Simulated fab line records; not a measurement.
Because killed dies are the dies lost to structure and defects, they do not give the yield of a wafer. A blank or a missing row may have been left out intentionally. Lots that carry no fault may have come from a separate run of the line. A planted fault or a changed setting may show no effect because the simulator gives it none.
fab line records | flow gf180mcu
record: lots: 7 wafers: 21 lastDay: 34
route steps=602 shown STI@26 DNWELL@32
lots that met no fault: taken from a fault-free run of the same line
startH: hours from the record's opening day to when the first of the lot's shown wafers began | waitH: hours since the lot's step before | " identical to the entry in the row above | L1.1+2: several wafers, shown together as one row | - no value present, or no start provided | * or withheld: withheld | < > ~ a bound
route shown NAME@n: NAME is a module with steps in the file, n the number in the route of the first one | usual: mean/standard deviation of fault-free wafers | same: alike in all rows | chamber/n: place in a boat | sites: per-site readings | _std_site: the values' standard deviation | _edge_site: outer sites' mean less inner sites' | radiusMm: how far each site lies from the wafer's centre | mask NAME#n: copy n | behind: the tool/chamber that last shaped the wafer | hold: what put the lot on hold/how long, in hours/how the hold closed | device: transistor that didn't switch, given as n, p or np | end of line: the route-end tests of the same wafers | a step with no rows: only its recipe | killed: not the wafer's yield, but the dies lost to structure and defects at the first sort | map: a wafer's dies, marking killed ones x, the rest . and places with no die _
set.NAME: the run value of the setting; set.NAME@STEP: its run value at that earlier step | model.NAME: the simulator's own value behind a step, which no gauge read
certain route steps with their lots: each step a table, each wafer a row
services: the hour from which a tool's chamber was out of use, counted from the record's first day as startH (under 0 if before that day), plus the number of hours and why
== steps ==
step: GF_STI_CMP_25
recipe: stopOn: Si3N4 tOverpolishS: 33 downForcePsi: 4 platenRpm: 60 targetThkNm: 524.6 padVelocityMS: 0.94248
usual: motorCurrentA: 12.4/1.1 overpolishRunS: 33.001/0.0086 slurryFlowMlMin: 150.0/0.47 timeToEndpointS: 124/3.3
columns lot.wafer tool chamber startH waitH motorCurrentA overpolishRunS slurryFlowMlMin timeToEndpointS
L610.4 cmp-02 1 28.96 0.0 12.7 32.998 149.9 123
L610.3 " 2 " " 13.5 32.998 150.3 121
L610.5 " 2 " " 13.4 32.984 149.7 125
L619.4 cmp-01 1 74.36 0.3 12.2 33.004 149.9 123
L619.3 " 3 " " 12.9 33.008 149.6 126
L619.2 " 0 " " 10.8 32.994 150.1 127
L625.1 cmp-01 0 109.78 0.1 11.6 32.981 150.1 127
L625.4 " 2 " " 11.3 33.002 149.5 130
L625.6 " 0 " " 11.3 32.998 150.2 124
L626.1 cmp-02 2 109.99 0.1 13.9 32.998 150.5 124
L626.4 " 3 " " 13.6 33.013 150.3 120
L626.6 " 3 " " 14.7 33.012 149.9 120
L627.1 cmp-01 2 117.57 0.1 11.1 32.984 149.6 120
L627.3 " 3 " " 13.3 33.009 150.3 123
L627.6 " 2 " " 10.2 32.997 150.2 121
L628.4 cmp-01 3 121.26 0.1 12.9 32.997 150.6 131
L628.1 " 0 " " 11.1 32.999 150.2 126
L628.5 " 3 " " 13.3 33.004 150.6 127
L633.1 cmp-02 2 147.27 0.3 13.3 32.990 150.1 123
L633.3 " 3 " " 14.1 33.002 150.5 117
L633.6 " 3 " " 13.8 32.984 150.5 121
step: GF_STI_WET_ETCH_26
recipe: chemistry: dHF targetDepthNm: 94 target: SiO2 tempC: 25 dilution: 10:1 timeS: 188
step: GF_STI_WET_ETCH_27
recipe: chemistry: H3PO4 targetDepthNm: 160 target: Si3N4 tempC: 160 timeS: 1825
step: GF_STI_WET_ETCH_28
recipe: chemistry: dHF targetDepthNm: 20 dry: ipaMarangoni target: SiO2 tempC: 25 dilution: 10:1 timeS: 40
step: GF_STI_OXIDATION_29
recipe: tempC: 900 ambient: O2 stabiliseS: 600 purgeS: 300 targetThkA: 100 oxTimeS: 1418
step: GF_STI_THK_MEAS_30
recipe: reads: SiO2_of_STI_OXIDATION_29
usual: STI_OXIDATION_02_THK: 9.98/0.21
columns lot.wafer tool chamber startH waitH STI_OXIDATION_02_THK[nm]
L610.3 filmMetro-01 - 31.31 0.0 9.77
L610.4 " - " " 9.83
L610.5 " - " " 9.91
L619.2 filmMetro-04 - 79.55 0.0 10.15
L619.3 " - " " 10.08
L619.4 " - " " 10.15
L625.1 filmMetro-02 - 114.15 0.0 9.68
L625.4 " - " " 9.84
L625.6 " - " " 9.80
L626.1 filmMetro-04 - 114.15 0.0 9.69
L626.4 " - " " 9.87
L626.6 " - " " 9.76
L627.1 filmMetro-02 - 119.86 0.0 10.07
L627.3 " - " " 10.05
L627.6 " - " " 9.85
L628.1 filmMetro-04 - 123.89 0.0 10.26
L628.4 " - " " 10.35
L628.5 " - " " 10.36
L633.1 filmMetro-04 - 150.81 0.0 9.86
L633.3 " - " " 9.97
L633.6 " - " " 9.88
step: GF_DNWELL_DEHYDRATE_00
recipe: tempC: 200 timeS: 60
step: GF_DNWELL_HMDS_01
recipe: primeTimeS: 60 primeTempC: 120
step: GF_DNWELL_COAT_02
recipe: spinRpm: 2000 resistThkNm: 3000
step: GF_DNWELL_SOFTBAKE_03
recipe: tempC: 110 timeS: withheld
step: GF_DNWELL_EXPOSE_04
recipe: maskId: DNWELL targetCdNm: 1700 na: 0.6 sourceShape: conventional sigmaOuter: 0.6 doseMj: 260
step: GF_DNWELL_PEB_05
recipe: tempC: 115 timeS: withheld
step: GF_DNWELL_DEVELOP_06
recipe: wallAngleDeg: 90 developTimeS: 61.66 devTempC: 23
usual: chillPlateTempC: 23.00/0.11 developTimeS: 61.66/0
columns lot.wafer tool chamber startH waitH chillPlateTempC developTimeS
L610.3 lithoTrack-02 0 43 - 23.02 61.66
L610.4 " 0 " " 22.93 61.66
L610.5 " 0 " " 22.99 61.66
L619.2 lithoTrack-01 0 92 - 22.87 61.66
L619.3 " 0 " " 22.90 61.66
L619.4 " 0 " " 22.85 61.66
L625.1 lithoTrack-04 0 128 - 22.81 61.66
L625.4 " 0 " " 22.81 61.66
L625.6 " 0 " " 22.82 61.66
L626.1 lithoTrack-02 - 128 - - -
L626.4 " - " " - -
L626.6 " - " " - -
L627.1 lithoTrack-04 - 134 - - -
L627.3 " - " " - -
L627.6 " - " " - -
L628.1 lithoTrack-04 - 138 - - -
L628.4 " - " " - -
L628.5 " - " " - -
L633.1 lithoTrack-02 0 166 - 23.08 61.66
L633.3 " 0 " " 23.05 61.66
L633.6 " 0 " " 23.08 61.66
step: GF_DNWELL_IMPLANT_07
recipe: species: P energyKev: 1500 doseCm2: 1e+13 tiltDeg: 0
step: GF_DNWELL_STRIP_08
recipe: chemistry: O2/N2 powerW: 1400 pressureMtorr: 1500 platenTempC: 250 o2FlowSccm: 3000 n2FlowSccm: 300 overashFraction: 0.5
usual: drypumpMotorCurrentA: 5.6/0.35 heaterPowerW: 335/43 oesProductAu: 0.722/0.0049 stripTimeToEndpointS: 36.97/0.12
columns lot.wafer tool chamber startH waitH drypumpMotorCurrentA heaterPowerW oesProductAu rfHoursCounterH stripTimeToEndpointS
L610.3 plasmaAsher-02 0 43.90 0.2 5.5 395 0.711 - 36.96
L610.4 " 1 " " 5.6 428 0.723 - 36.97
L610.5 " 0 " " 5.5 406 0.726 - 36.94
L619.2 plasmaAsher-04 1 92.29 0.1 5.0 304 0.725 47 37.09
L619.3 " 0 " " 5.9 318 0.718 - 36.99
L619.4 " 1 " " 5.0 304 0.722 - 37.02
L625.1 plasmaAsher-01 0 128.84 0.1 5.9 332 0.720 48 37.00
L625.4 " 0 " " 5.9 333 0.720 - 37.14
L625.6 " 1 " " 5.6 303 0.716 - 37.14
L626.1 plasmaAsher-04 1 128.92 0.1 5.0 303 0.720 51 37.11
L626.4 " 0 " " 5.9 312 0.723 - 36.97
L626.6 " 1 " " 5.0 313 0.726 - 37.09
L627.1 plasmaAsher-01 1 134.49 0.1 5.6 306 0.728 49 36.73
L627.3 " 1 " " 5.6 303 0.725 - 36.73
L627.6 " 1 " " 5.6 305 0.716 - 36.89
L628.1 plasmaAsher-04 0 138.74 0.2 5.9 318 0.723 52 37.03
L628.4 " 0 " " 5.9 309 0.722 - 36.98
L628.5 " 1 " " 5.0 303 0.724 - 37.08
L633.1 plasmaAsher-04 0 167.17 0.1 5.9 311 0.729 56 36.95
L633.3 " 1 " " 5.0 302 0.711 - 36.96
L633.6 " 0 " " 5.9 312 0.723 - 36.95
step: GF_DNWELL_TW_MEAS_09
usual: DNWELL_TW: 1356/17
columns lot.wafer tool chamber startH waitH hold DNWELL_TW
L610.3 filmMetro-02 - 43.99 0.1 - 1360
L610.4 " - " " - 1357
L610.5 " - " " - 1354
L619.2 filmMetro-03 - 92.40 0.1 - 1372
L619.3 " - " " - 1368
L619.4 " - " " - 1369
L625.1 filmMetro-03 - 128.94 0.1 - 1370
L625.4 " - " " - 1371
L625.6 " - " " - 1370
L626.1 filmMetro-01 - 129.02 0.1 awaitDispo/0.2h/release 30
L626.4 " - " " awaitDispo/0.2h/release 30
L626.6 " - " " awaitDispo/0.2h/release 30
L626.1 filmMetro-01 - 129.25 0.2 - 30
L626.4 " - " " - 30
L626.6 " - " " - 30
L627.1 filmMetro-02 - 134.59 0.1 awaitDispo/0.2h/release 31
L627.3 " - " " awaitDispo/0.2h/release 31
L627.6 " - " " awaitDispo/0.2h/release 31
L627.1 filmMetro-02 - 134.87 0.3 - 31
L627.3 " - " " - 31
L627.6 " - " " - 31
L628.1 filmMetro-03 - 138.84 0.1 awaitDispo/0.2h/release 31
L628.4 " - " " awaitDispo/0.2h/release 31
L628.5 " - " " awaitDispo/0.2h/release 31
L628.1 filmMetro-03 - 139.07 0.2 - 31
L628.4 " - " " - 31
L628.5 " - " " - 31
L633.1 filmMetro-03 - 167.27 0.1 - 1372
L633.3 " - " " - 1372
L633.6 " - " " - 1375
== services ==
columns tool chamber startH hours kind
cmp-02 - 9.94 1.9 repair
cmp-02 - 13.47 6.9 pm
cmp-01 - 19.53 1.6 repair
plasmaAsher-04 - 49.58 10.0 pm
cmp-01 - 64.00 4.0 pm
cmp-01 - 68.00 - consumableReplace:conditioner
cmp-01 - 68.00 - consumableReplace:pad
cmp-01 - 74.85 0.5 repair
cmp-01 - 86.52 2.1 repair
plasmaAsher-02 - 108.75 9.0 pm
plasmaAsher-02 0 108.75 9.0 ventCycle
plasmaAsher-02 1 108.75 9.0 ventCycle
cmp-02 - 112.95 24.1 pm
plasmaAsher-04 - 114.00 0.8 repair
plasmaAsher-02 0 117.75 - clean
plasmaAsher-02 1 117.75 - clean
plasmaAsher-02 - 137.51 56.4 repair
plasmaAsher-01 - 138.52 2.8 pm
cmp-01 - 141.64 5.9 repair
== key ==
firstSign: step: GF_DNWELL_DEVELOP_06 reading: toolRecord direction: missing
effect: step: GF_DNWELL_TW_MEAS_09 reading: visit direction: added
effect: step: GF_DNWELL_TW_MEAS_09 reading: DNWELL_TW direction: down sigmas: 78 usual: 1356 struck: 31
metAt GF_DNWELL_DEVELOP_06
struckWafers L626.1,L626.4,L626.6,L627.1,L627.3,L627.6,L628.1,L628.4,L628.5
scrappedBehind GF_DNWELL_TW_MEAS_09 L626.1,L626.4,L626.6,L627.1,L627.3,L627.6,L628.1,L628.4,L628.5
fault: kind: skippedStepWhole tool: lithoTrack-02,lithoTrack-04 chamber: - onsetH: 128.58 steps: GF_DNWELL_DEVELOP_06 scope: struckLotsOnly
